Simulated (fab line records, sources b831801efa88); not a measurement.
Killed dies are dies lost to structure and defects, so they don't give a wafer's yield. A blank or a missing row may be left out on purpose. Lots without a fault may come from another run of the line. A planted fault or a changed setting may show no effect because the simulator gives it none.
Which tool did it? | flow sky130 | 13 lots, 39 wafers sampled, at 1 step of a route of 708

WHAT THE GAUGES READ, wafer by wafer
SKY_NWELL_THK_MEAS_02.
lot  | measured    | on            | NWELL_OXIDATION_THK (nm)
L648 | day 2 14:23 | film_metro-02 | 10.20 10.27 10.31
L649 | day 2 20:02 | film_metro-02 | 9.93 9.95 10.08
L656 | day 4 08:01 | film_metro-01 | 13.53 13.48 13.54
L658 | day 4 18:17 | film_metro-01 | 13.83 13.90 13.88
L662 | day 5 13:31 | film_metro-04 | 10.16 10.08 10.08
L663 | day 5 18:57 | film_metro-02 | 10.10 9.97 10.03
L664 | day 6 00:53 | film_metro-02 | 10.35 10.31 10.30
L665 | day 6 08:03 | film_metro-04 | 10.32 10.28 10.20
L666 | day 6 09:33 | film_metro-04 | 9.91 10.12 9.99
L668 | day 6 19:26 | film_metro-02 | 9.93 9.84 9.74
L669 | day 7 00:10 | film_metro-04 | 9.78 9.83 9.95
L670 | day 7 05:19 | film_metro-04 | 9.89 10.24 9.89
L671 | day 7 15:07 | film_metro-04 | 10.12 10.09 9.96

WHICH TOOL RAN EACH LOT (tool, then ch and the chambers of the sampled wafers, then the start)
The record holds no process step before these readings.

WHAT THE TOOLS THEMSELVES READ (means of the sampled wafers that have a number; where no wafer has one, the mark that the record gives instead)
The record holds no such reading with a usual standard deviation.

THE ANSWER, worked out from the rows above alone
Rule: what is usual is taken from the lots themselves. Put in order of their means at a reading, lots are off if they are a third of the lots or fewer, leave a main group of 4 or more, and stand apart from it by a gap of 3 or more times the standard deviation of the main group's means; of several such gaps the widest counts. A main group whose means are all the same, to the digits that the tables above print for the reading, isn't used. A lot without any number at a reading at which 4 lots or more have one is off too. The other lots that the step has rows for count as sound. The gauges are gone through in route order, then the tools' own readings, and for those a lot's mean is taken as printed above. The first step at which some lot is off is used, and at that step the reading that is off furthest; a lot without a number counts as furthest.
Off: L656, L658, at SKY_NWELL_THK_MEAS_02 (NWELL_OXIDATION_THK). The main group: mean 10.07 nm, standard deviation 0.15.
A tool fits if, at a process step before that reading, it ran every lot that is off, and no sound lot after the first of them. The gauges at SKY_NWELL_THK_MEAS_02 are tried like those tools. One fits: film_metro-01 at SKY_NWELL_THK_MEAS_02. It ran no sound lot before its first lot that is off in this sample, so the start can't be narrowed down.

WHAT THE SIMULATOR HAD PUT IN
Metrology matching offset: film_metro-01, from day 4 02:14 on, at SKY_NWELL_THK_MEAS_02. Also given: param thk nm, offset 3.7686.
Lots struck among those shown: L656, L658. The rule above found the same.
